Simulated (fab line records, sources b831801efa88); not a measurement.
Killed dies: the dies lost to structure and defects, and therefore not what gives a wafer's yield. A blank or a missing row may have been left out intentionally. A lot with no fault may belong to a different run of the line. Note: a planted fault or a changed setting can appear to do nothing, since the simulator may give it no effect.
A struck lot beside a sound one    flow sfqLine    14 steps out of a route of 325
Sound: wafers L216.1, L216.4, L216.5. Struck: wafer L203.2 (L203.4, L203.6, from the same lot, were not struck and are left out); the cause is given at the end.
Each step with rows lists, per side, the tool, then ch with its chambers, then its first start. Under that, the readings that differ: sound wafers    struck wafers    difference of the means    sigmas: that difference in standard deviations of wafers without a fault.
alike: readings with means less than 2 such deviations apart, plus words and numbers identical on both sides. not compared: withheld readings, readings lacking a value on some wafer, bounds such as >300 that could conceal the same value, and numbers that have no deviation in the record and whose values overlap.
A row with sigmas, a row that says differs or no value, or rows on one side alone: a step with any of these is where the two part. Numbers that don't overlap but have no deviation are shown without sigmas and don't part them. Lack of a reading on every wafer of one side parts them only where that side has two or more wafers.

first, 2 steps without rows for these wafers: SFQ_TRILAYER_I3_VIA_STRIP_SOLV_CLEAN_090 (cleans in NMP, time 600 s); SFQ_TRILAYER_M4_DEP_PRE_CLEAN_092 (time 22.5 s).
SFQ_TRILAYER_M4_DEP_SPUTTER_091: material Nb, target thk 200 nm, time 133.3 s.
  struck on pvdSputter-06, day 50 20:54; sound on pvdSputter-04, day 59 08:13
reading                       sound        struck  difference  sigmas
resputterCathodeVoltageV (V)  409 400 402  395     -9          -2
  alike: throttleValvePct
SFQ_M4_RS_MEAS_924: uses a four-point probe to measure.
  struck on filmMetro-01, day 50 21:01; sound on filmMetro-03, day 59 08:19
  alike: M4_NB_RS
then, 6 steps without rows for these wafers: SFQ_TRILAYER_M4_LITHO_COAT_098 (resist thk 62 nm); SFQ_TRILAYER_M4_LITHO_COAT_093 (resist thk 600 nm); SFQ_TRILAYER_M4_LITHO_SOFTBAKE_097; SFQ_TRILAYER_M4_LITHO_EXPOSE_094 (exposes mask M4, target cd 500 nm); SFQ_TRILAYER_M4_LITHO_PEB_096 (peb time 60 s); SFQ_TRILAYER_M4_LITHO_DEVELOP_095 (time 60 s).
-- the record jumps here: 3 days lie between the struck wafers' starts before and after --
SFQ_M4_OVL_MEAS_926:
  struck on overlay-01, day 53 20:11; sound on overlay-02, day 59 12:59
  alike: M4_OVL
SFQ_TRILAYER_M4_BARC_OPEN_METAL_ETCH_123: etches BARC in O2, target depth 125 nm, time 41.7 s.
  sound on rieMetal-02 ch 1, day 59 13:02; struck on rieMetal-04 ch 0, day 53 20:13
reading                                             sound              struck  difference  sigmas
drypumpMotorCurrentA (A)                            5.41 5.38 5.41     5.79    +0.39       +2
oesProductAu (a.u.)                                 0.690 0.684 0.683  0.648   -0.038      -8
runLengthS (s)                                      70.0 69.8 70.1     75.3    +5.3        +14
model.KrF_of_TRILAYER_M4_LITHO_COAT_093.thkNm (nm)  523.2 522.4 523.3  514.2   -8.8        
  not compared: rfHoursCounterH
SFQ_TRILAYER_M4_ETCH_METAL_ETCH_096: etches Nb in Cl2/Ar, stops on SiO2, target depth 240 nm, time 120 s.
  sound on rieMetal-02 ch 1, day 59 13:09; struck on rieMetal-04 ch 0, day 53 20:16
reading                                             sound              struck  difference  sigmas
drypumpMotorCurrentA (A)                            5.39 5.41 5.39     5.77    +0.37       +2
runLengthS (s)                                      151.3 151.3 151.4  147.7   -3.6        -5
model.KrF_of_TRILAYER_M4_LITHO_COAT_093.thkNm (nm)  380.9 380.7 380.5  373.3   -7.4        
  alike: oesProductAu
  not compared: rfHoursCounterH
SFQ_TRILAYER_M4_STRIP_STRIP_097: strips in O2.
  sound on rieMetal-02 ch 1, day 59 13:29; struck on rieMetal-04 ch 0, day 53 20:23
reading                   sound           struck  difference  sigmas
drypumpMotorCurrentA (A)  5.39 5.40 5.38  5.78    +0.39       +2
  alike: oesProductAu, platenTempC
  not compared: rfHoursCounterH

== WHERE THEY PART ==
At SFQ_TRILAYER_M4_DEP_SPUTTER_091 first; at SFQ_TRILAYER_M4_STRIP_STRIP_097 last (within this record only).

WHY: what had been put in by the simulator
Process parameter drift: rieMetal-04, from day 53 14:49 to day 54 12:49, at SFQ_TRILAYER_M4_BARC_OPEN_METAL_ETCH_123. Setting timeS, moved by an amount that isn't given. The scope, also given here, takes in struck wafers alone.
